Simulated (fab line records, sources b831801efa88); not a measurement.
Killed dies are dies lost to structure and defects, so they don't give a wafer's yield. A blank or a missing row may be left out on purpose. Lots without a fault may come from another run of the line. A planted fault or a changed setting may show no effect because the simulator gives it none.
Which tool did it? | flow gf180mcu | 15 lots, 45 wafers sampled, at 6 steps of a route of 602

WHAT THE GAUGES READ, wafer by wafer
GF_STI_BOW_MEAS_00. Usual: INCOMING_BOW 1 um, standard deviation 6.9.
lot  | measured    | on            | INCOMING_BOW (um) | flag
L758 | day 1 10:00 | film_metro-04 | 9 -2 7            |
L759 | day 1 15:00 | film_metro-04 | 7 -13 10          |
L760 | day 1 20:01 | film_metro-04 | -2 0 4            |
L761 | day 2 01:01 | film_metro-04 | -11 14 5          |
L763 | day 2 11:01 | film_metro-03 | -11 5 7           |
L764 | day 2 16:01 | film_metro-04 | 3 2 -5            |
L765 | day 2 21:00 | film_metro-03 | -2 12 12          |
L766 | day 3 02:02 | film_metro-04 | -2 4 0            |
L768 | day 3 12:01 | film_metro-01 | -11 8 4           |
L773 | day 4 13:01 | film_metro-01 | -7 1 5            |
L775 | day 4 23:01 | film_metro-04 | 4 2 1             |
L776 | day 5 04:00 | film_metro-04 | 8 -6 12           |
L777 | day 5 09:01 | film_metro-04 | 0 -1 -16          |
L779 | day 5 19:02 | film_metro-01 | 6 -2 8            |
L780 | day 6 00:01 | film_metro-01 | 10 11 -7          |

GF_STI_THK_MEAS_30. Usual: STI_OXIDATION_02_THK 9.98 nm, standard deviation 0.17.
lot  | measured    | on            | STI_OXIDATION_02_THK (nm) | flag
L758 | day 2 05:07 | film_metro-03 | 9.91 9.77 9.98            |
L759 | day 2 11:08 | film_metro-01 | 9.89 9.63 9.66            |
L760 | day 2 17:27 | film_metro-04 | 10.14 9.91 10.18          |
L761 | day 2 21:29 | film_metro-04 | 10.23 10.25 10.29         |
L763 | day 3 07:05 | film_metro-01 | 10.15 10.23 10.12         |
L764 | day 4 09:31 | film_metro-01 | 9.95 9.94 9.75            |
L765 | day 4 09:34 | film_metro-03 | 9.94 9.78 9.74            |
L766 | day 4 13:19 | film_metro-04 | 9.93 9.93 9.89            |
L768 | day 4 13:18 | film_metro-03 | 9.72 9.83 9.72            |
L773 | day 5 12:20 | film_metro-03 | 10.00 10.19 10.04         |
L775 | day 5 21:40 | film_metro-03 | 10.10 10.01 10.17         |
L776 | day 6 04:41 | film_metro-04 | 9.73 9.82 9.82            |
L777 | day 6 08:22 | film_metro-03 | 9.97 9.78 9.99            |
L779 | day 6 18:10 | film_metro-04 | 10.00 9.96 10.02          |
L780 | day 7 07:37 | film_metro-01 | 10.16 10.09 9.98          |

GF_LVPWELL_TW_MEAS_11. Usual: LVPWELL_TW 559, standard deviation 6.7.
lot  | measured    | on            | LVPWELL_TW  | flag
L758 | day 3 19:04 | film_metro-04 | 565 568 567 |
L759 | day 3 23:02 | film_metro-02 | 555 554 556 |
L760 | day 4 02:48 | film_metro-02 | 551 552 552 |
L761 | day 4 03:23 | film_metro-04 | 564 563 562 |
L763 | day 4 10:22 | film_metro-03 | 570 568 567 |
L764 | day 6 04:07 | film_metro-02 | 554 552 550 |
L765 | day 6 04:52 | film_metro-02 | 556 552 550 |
L766 | day 6 08:45 | film_metro-03 | 570 569 570 |
L768 | day 6 09:04 | film_metro-02 | 552 553 553 |
L773 | day 7 09:50 | film_metro-04 | 561 561 563 |
L775 | day 7 20:31 | film_metro-04 | 562 567 563 |
L776 | day 8 04:40 | film_metro-02 | 554 552 551 |
L777 | day 8 08:32 | film_metro-03 | 566 571 568 |
L779 | day 8 18:55 | film_metro-03 | 569 568 572 |
L780 | day 9 08:47 | film_metro-02 | 553 552 551 |

GF_MVSD_TW_MEAS_11. Usual: MVSD_TW 1577, standard deviation 16.
lot  | measured     | on            | MVSD_TW        | flag
L758 | day 4 02:29  | film_metro-02 | 1569 1576 1575 |
L759 | day 4 04:41  | film_metro-03 | 1603 1602 1603 |
L760 | day 4 09:54  | film_metro-02 | 1562 1547 1550 |
L761 | day 4 10:33  | film_metro-02 | 1567 1572 1556 |
L763 | day 5 00:04  | film_metro-02 | 1577 1571 1572 |
L764 | day 6 19:49  | film_metro-04 | 1592 1588 1586 |
L765 | day 6 20:29  | film_metro-02 | 29 30 29       | OFF
L766 | day 7 00:25  | film_metro-03 | 30 30 30       | OFF
L768 | day 7 00:40  | film_metro-03 | 30 30 30       | OFF
L773 | day 8 01:56  | film_metro-02 | 1567 1559 1558 |
L775 | day 8 13:19  | film_metro-02 | 1549 1556 1557 |
L776 | day 8 21:47  | film_metro-02 | 1565 1560 1562 |
L777 | day 9 01:49  | film_metro-04 | 1590 1587 1575 |
L779 | day 9 12:11  | film_metro-04 | 1602 1588 1596 |
L780 | day 10 02:43 | film_metro-02 | 1549 1559 1554 |

WHICH TOOL RAN EACH LOT (tool, then ch and the chambers of the sampled wafers, then the start)
lot  | GF_LVPWELL_STRIP_10                 | GF_MVSD_STRIP_10
L758 | plasma_asher-02 ch 0,1, day 3 18:58 | plasma_asher-04 ch 0,1, day 4 02:23
L759 | plasma_asher-04 ch 0,1, day 3 22:56 | plasma_asher-04 ch 0,1, day 4 04:35
L760 | plasma_asher-01 ch 0,1, day 4 02:41 | plasma_asher-01 ch 0,1, day 4 09:47
L761 | plasma_asher-02 ch 0,1, day 4 03:17 | plasma_asher-04 ch 0,1, day 4 10:26
L763 | plasma_asher-02 ch 0,1, day 4 10:16 | plasma_asher-01 ch 0,1, day 4 23:58
L764 | plasma_asher-04 ch 0,1, day 6 04:01 | plasma_asher-04 ch 0,1, day 6 19:41
L765 | plasma_asher-04 ch 1, day 6 04:46   | plasma_asher-04 ch 0,1, day 6 20:23
L766 | plasma_asher-02 ch 0,1, day 6 08:40 | plasma_asher-01 ch 0,1, day 7 00:19
L768 | plasma_asher-01 ch 0,1, day 6 08:58 | plasma_asher-04 ch 0,1, day 7 00:34
L773 | plasma_asher-01 ch 0,1, day 7 09:44 | plasma_asher-04 ch 0,1, day 8 01:50
L775 | plasma_asher-02 ch 0,1, day 7 20:25 | plasma_asher-04 ch 0,1, day 8 13:13
L776 | plasma_asher-04 ch 0,1, day 8 04:34 | plasma_asher-01 ch 0,1, day 8 21:41
L777 | plasma_asher-01 ch 0,1, day 8 08:26 | plasma_asher-04 ch 0,1, day 9 01:43
L779 | plasma_asher-01 ch 0,1, day 8 18:49 | plasma_asher-03 ch 0,1, day 9 12:05
L780 | plasma_asher-02 ch 0,1, day 9 08:40 | plasma_asher-03 ch 0,1, day 10 02:34
- GF_LVPWELL_STRIP_10: strips in O2/N2.
- GF_MVSD_STRIP_10: strips in O2/N2.

WHAT THE TOOLS THEMSELVES READ (means of the sampled wafers that have a number; where no wafer has one, the mark that the record gives instead)
GF_LVPWELL_STRIP_10. Usual: chamber_pressure_mTorr 1500.1 mTorr, standard deviation 1.8; drypump_motor_current_A 5.7 A, standard deviation 0.34; heater_power_w 326 W, standard deviation 27; oes_product_au 0.722 a.u., standard deviation 0.0046; strip_time_to_endpoint_s 36.95 s, standard deviation 0.1.
lot  | tool            | chamber_pressure_mTorr (mTorr) | drypump_motor_current_A (A) | heater_power_w (W) | oes_product_au (a.u.) | strip_time_to_endpoint_s (s) | flag
L758 | plasma_asher-02 | 1498.0                         | 6.0                         | 323                | 0.723                 | 37.04                        |
L759 | plasma_asher-04 | 1498.3                         | 5.5                         | 330                | 0.718                 | 37.01                        |
L760 | plasma_asher-01 | 1501.3                         | 5.8                         | 306                | 0.723                 | 36.97                        |
L761 | plasma_asher-02 | 1501.6                         | 6.0                         | 310                | 0.719                 | 36.95                        |
L763 | plasma_asher-02 | 1501.4                         | 6.0                         | 319                | 0.717                 | 37.07                        |
L764 | plasma_asher-04 | 1499.0                         | 5.3                         | 350                | 0.723                 | 36.93                        |
L765 | plasma_asher-04 | -                              | -                           | -                  | -                     | -                            | OFF
L766 | plasma_asher-02 | -                              | -                           | -                  | -                     | -                            | OFF
L768 | plasma_asher-01 | -                              | -                           | -                  | -                     | -                            | OFF
L773 | plasma_asher-01 | 1499.6                         | 5.6                         | 329                | 0.723                 | 36.91                        |
L775 | plasma_asher-02 | 1500.6                         | 6.0                         | 317                | 0.718                 | 36.92                        |
L776 | plasma_asher-04 | 1500.3                         | 5.5                         | 329                | 0.721                 | 36.97                        |
L777 | plasma_asher-01 | 1499.0                         | 5.8                         | 318                | 0.721                 | 36.73                        |
L779 | plasma_asher-01 | 1500.0                         | 5.6                         | 328                | 0.727                 | 36.74                        |
L780 | plasma_asher-02 | 1499.7                         | 6.0                         | 323                | 0.719                 | 36.80                        |

GF_MVSD_STRIP_10. Usual: chamber_pressure_mTorr 1500.1 mTorr, standard deviation 1.3; drypump_motor_current_A 5.56 A, standard deviation 0.29; heater_power_w 313 W, standard deviation 42; oes_product_au 0.722 a.u., standard deviation 0.0045; strip_time_to_endpoint_s 36.98 s, standard deviation 0.093.
lot  | tool            | chamber_pressure_mTorr (mTorr) | drypump_motor_current_A (A) | heater_power_w (W) | oes_product_au (a.u.) | strip_time_to_endpoint_s (s) | flag
L758 | plasma_asher-04 | 1499.3                         | 5.35                        | 352                | 0.723                 | 36.94                        |
L759 | plasma_asher-04 | 1500.7                         | 5.48                        | 330                | 0.719                 | 36.90                        |
L760 | plasma_asher-01 | 1500.8                         | 5.58                        | 328                | 0.721                 | 37.02                        |
L761 | plasma_asher-04 | 1498.8                         | 5.34                        | 351                | 0.719                 | 36.78                        |
L763 | plasma_asher-01 | 1499.8                         | 5.59                        | 328                | 0.722                 | 36.97                        |
L764 | plasma_asher-04 | 1500.4                         | 5.33                        | 351                | 0.722                 | 36.99                        |
L765 | plasma_asher-04 | 1500.3                         | 5.53                        | 328                | 0.743                 | 81.38                        | OFF
L766 | plasma_asher-01 | 1498.8                         | 5.79                        | 317                | 0.740                 | 81.27                        | OFF
L768 | plasma_asher-04 | 1499.1                         | 5.51                        | 333                | 0.742                 | 81.58                        | OFF
L773 | plasma_asher-04 | 1498.9                         | 5.51                        | 329                | 0.726                 | 36.98                        |
L775 | plasma_asher-04 | 1500.9                         | 5.37                        | 351                | 0.724                 | 36.94                        |
L776 | plasma_asher-01 | 1501.0                         | 5.79                        | 309                | 0.722                 | 37.08                        |
L777 | plasma_asher-04 | 1499.9                         | 5.50                        | 330                | 0.721                 | 37.00                        |
L779 | plasma_asher-03 | 1499.5                         | 5.53                        | 259                | 0.719                 | 36.95                        |
L780 | plasma_asher-03 | 1499.2                         | 5.53                        | 259                | 0.723                 | 37.02                        |

THE ANSWER, worked out from the rows above alone
Rule: a lot is off if the mean of its wafers that have a number lies more than 3 standard deviations from the usual mean. A lot without any number at a reading at which 4 lots or more have one is off too. The other lots that the step has rows for count as sound. The gauges are gone through in route order, then the tools' own readings, and for those a lot's mean is taken as printed above. The first step at which some lot is off is used, and at that step the reading that is off furthest; a lot without a number counts as furthest.
Off: L765, L766, L768, at GF_MVSD_TW_MEAS_11 (MVSD_TW).
A tool fits if, at a process step before that reading, it ran every lot that is off, and no sound lot after the first of them. The gauges at GF_MVSD_TW_MEAS_11 aren't tried: what is off there is off at GF_LVPWELL_STRIP_10 too, on other tools, and a gauge's error can't cause that. None of those tried fits.

WHAT THE SIMULATOR HAD PUT IN
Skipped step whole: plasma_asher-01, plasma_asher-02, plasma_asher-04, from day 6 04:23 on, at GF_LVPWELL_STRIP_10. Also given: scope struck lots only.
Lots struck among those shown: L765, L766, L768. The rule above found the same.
